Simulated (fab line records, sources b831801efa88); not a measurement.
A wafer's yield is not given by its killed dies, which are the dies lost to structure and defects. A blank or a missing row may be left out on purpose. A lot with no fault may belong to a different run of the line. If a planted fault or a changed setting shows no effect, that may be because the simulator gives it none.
Which tool was responsible? || flow sfq_line || 10 lots, 30 wafers sampled, at 2 steps of a route of 325

== WHAT THE GAUGES READ, wafer by wafer ==
SFQ_JJ_OVL_MEAS_931. Usual: J5_OVL typically reads -1 nm, with standard deviation 4.2.
{"lot": "L121", "measured": "day 43 05:32", "on": "overlay-02", "J5_OVL (nm)": "-7 -9 -4", "flag": ""}
{"lot": "L122", "measured": "day 43 06:43", "on": "overlay-02", "J5_OVL (nm)": "3 3 2", "flag": ""}
{"lot": "L123", "measured": "day 47 02:29", "on": "overlay-01", "J5_OVL (nm)": "194 186 189", "flag": "OFF"}
{"lot": "L124", "measured": "day 47 03:41", "on": "overlay-01", "J5_OVL (nm)": "193 193 190", "flag": "OFF"}
{"lot": "L125", "measured": "day 47 04:54", "on": "overlay-01", "J5_OVL (nm)": "192 196 185", "flag": "OFF"}
{"lot": "L126", "measured": "day 47 06:06", "on": "overlay-01", "J5_OVL (nm)": "195 197 194", "flag": "OFF"}
{"lot": "L128", "measured": "day 51 23:40", "on": "overlay-02", "J5_OVL (nm)": "5 1 0", "flag": ""}
{"lot": "L130", "measured": "day 53 09:01", "on": "overlay-02", "J5_OVL (nm)": "-4 -5 -8", "flag": ""}
{"lot": "L143", "measured": "day 58 16:50", "on": "overlay-01", "J5_OVL (nm)": "0 4 2", "flag": ""}
{"lot": "L144", "measured": "day 58 18:02", "on": "overlay-01", "J5_OVL (nm)": "-1 1 -6", "flag": ""}

== EACH LOT AND THE TOOL THAT RAN IT (in order: tool; ch and the chambers of the sampled wafers; start) ==
{"lot": "L121", "SFQ_TRILAYER_JJ_CE_LITHO_EXPOSE_115": "krf_scanner-01 ch 0, day 43 04:37"}
{"lot": "L122", "SFQ_TRILAYER_JJ_CE_LITHO_EXPOSE_115": "krf_scanner-01 ch 0, day 43 05:13"}
{"lot": "L123", "SFQ_TRILAYER_JJ_CE_LITHO_EXPOSE_115": "krf_scanner-01 ch 0, day 47 00:59"}
{"lot": "L124", "SFQ_TRILAYER_JJ_CE_LITHO_EXPOSE_115": "krf_scanner-01 ch 0, day 47 02:11"}
{"lot": "L125", "SFQ_TRILAYER_JJ_CE_LITHO_EXPOSE_115": "krf_scanner-01 ch 0, day 47 03:47"}
{"lot": "L126", "SFQ_TRILAYER_JJ_CE_LITHO_EXPOSE_115": "krf_scanner-01 ch 0, day 47 04:59"}
{"lot": "L128", "SFQ_TRILAYER_JJ_CE_LITHO_EXPOSE_115": "krf_scanner-02 ch 0, day 51 22:10"}
{"lot": "L130", "SFQ_TRILAYER_JJ_CE_LITHO_EXPOSE_115": "krf_scanner-02 ch 0, day 53 07:31"}
{"lot": "L143", "SFQ_TRILAYER_JJ_CE_LITHO_EXPOSE_115": "krf_scanner-02 ch 0, day 58 15:32"}
{"lot": "L144", "SFQ_TRILAYER_JJ_CE_LITHO_EXPOSE_115": "krf_scanner-02 ch 0, day 58 16:32"}
- SFQ_TRILAYER_JJ_CE_LITHO_EXPOSE_115: exposes mask J5, target cd 700 nm.

== WHAT THE TOOLS THEMSELVES READ (means of the sampled wafers that have a number; where no wafer has one, the mark that the record gives instead) ==
The record holds no such reading with a usual standard deviation.

== THE ANSWER, worked out from the rows above alone ==
Rule: take the mean of a lot's wafers that have a number; if it is more than 3 standard deviations from the usual mean, the lot is off. Also off: a lot with no number at a reading for which 4 or more lots have one. All remaining lots with rows at the step are treated as sound. Order of review: gauges by route order, followed by the tools' own readings, for which a lot's mean as printed above is used. The first step at which some lot is off is used, and at that step the reading that is off furthest; a lot without a number counts as furthest.
Off: L123, L124, L125, L126, at SFQ_JJ_OVL_MEAS_931 (J5_OVL).
If a tool, at a process step before that reading, ran all the lots that are off and no sound lot after the first of them, it fits. Gauges at SFQ_JJ_OVL_MEAS_931: tried the same way as those tools. One candidate fits, namely krf_scanner-01 at SFQ_TRILAYER_JJ_CE_LITHO_EXPOSE_115. A fault onset in the window from L122 (day 43 05:13, its last sound lot) to L123 (day 47 00:59, its first lot off) fits.

== WHAT WAS PUT IN BY THE SIMULATOR ==
Scanner matching overlay: krf_scanner-01, from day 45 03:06 on, at SFQ_TRILAYER_JJ_CE_LITHO_EXPOSE_115. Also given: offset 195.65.
Struck lots among those shown: L123, L124, L125, L126. The rule given above showed the same thing.
